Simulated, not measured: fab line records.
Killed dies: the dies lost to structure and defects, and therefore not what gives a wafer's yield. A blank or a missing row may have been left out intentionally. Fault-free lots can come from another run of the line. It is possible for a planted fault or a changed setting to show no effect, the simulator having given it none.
Code-filled problem report in 8D (eight disciplines) form    flow gf180mcu    the parts of the form that need people (team, actions taken, sign-off) are left out

1. THE ISSUE
Wafers free of any fault read 1360 (standard deviation 7.9) for DNWELL_TW at GF_DNWELL_TW_MEAS_09, against a mean of 1514 on 6 wafers of 2 lots. Relative to the usual mean, that is a shift of +19 standard deviations.
Seen first at day 7 03:28 on film metro-03, wafer L442.1. At this step, 42 wafers from 14 lots have a number in the record. Rule for "out", or "out of limits": more than 4 standard deviations from the usual mean. The other wafers with a number count as sound.

2. WHAT THIS IS AND IS NOT
question                     is                      is not
which readings at this step  DNWELL_TW               -
which lots                   L442, L443              L423, L424, L426, L427, L428, L429, L430, L431, L432, L433, L434, L445
which wafers of those lots   all that have a number  -
read on which gauges         film metro-03           film metro-01, film metro-02
when                         from day 7 03:28        up to then (33 sound wafers); but 3 sound wafers of L445 came after

3. WHAT RULES OUT EACH SUSPECT
Counting: any tool at a process step up to the reading is kept as a suspect provided that every lot that is out went through it and no sound lot did after the first of them.
- the gauge at GF_DNWELL_TW_MEAS_09: ruled out. All the wafers that are out were read on film metro-03, but those of them that GF_DNWELL_IMPLANT_07 has rows for are out there too, on other tools.
- implanter-01 at GF_DNWELL_IMPLANT_07: kept. It ran every lot that is out, first L442 (day 7 03:13), and no sound lot after that; its last sound lot up to then is L434 (day 5 03:51). Out on those wafers are its own readings of dose ions cm2, faraday current uA.
Left after counting: implanter-01 at GF_DNWELL_IMPLANT_07.

4. THE CAUSE (what the simulator had put in)
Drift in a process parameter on implanter-01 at GF_DNWELL_IMPLANT_07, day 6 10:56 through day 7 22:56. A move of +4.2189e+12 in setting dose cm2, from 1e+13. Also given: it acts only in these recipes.
This tool alone remained once counting was done.

5. SEQUENCE OF EFFECTS, ordered by route
Rows list readings where the struck wafers' mean (over those with a number) sits beyond 3 standard deviations from the usual. Readings are gone through only where the record gives a usual standard deviation; hours: the median, over the lots, of the time from a lot's start at the first step in this table giving one to that lot's start at this step; sigmas: the change measured in usual standard deviations.
hours  step                  reading             usual      on struck wafers  change      sigmas
0      GF_DNWELL_IMPLANT_07  dose ions cm2       9.997e+12  1.422e+13         +4.221e+12  +99 or more
0      GF_DNWELL_IMPLANT_07  faraday current uA  56.4       79.8              +23.4       +20
0      GF_DNWELL_TW_MEAS_09  DNWELL_TW           1360       1514              +154        +19
Process steps it contains:
- GF_DNWELL_IMPLANT_07
Later measuring or inspecting steps at which every struck wafer that the step has a row for has a number for every such reading, and none has moved that far: GF_HV_LDD_CD_MEAS_31.

6. HOW IT WOULD HAVE BEEN CAUGHT EARLIER
In this record the first reading out of limits at a measuring or inspecting step was taken at day 7 03:28, 17 hours after the fault began at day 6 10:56.
Tool's own readings at GF_DNWELL_IMPLANT_07, dose ions cm2, faraday current uA: out on all struck wafers the step has rows for; an alarm limit on them would have tripped on the first.
L443, from the lots that are out (2), started GF_DNWELL_IMPLANT_07 on implanter-01 later than day 7 03:28. It would have been spared by a hold on the tool at that moment.
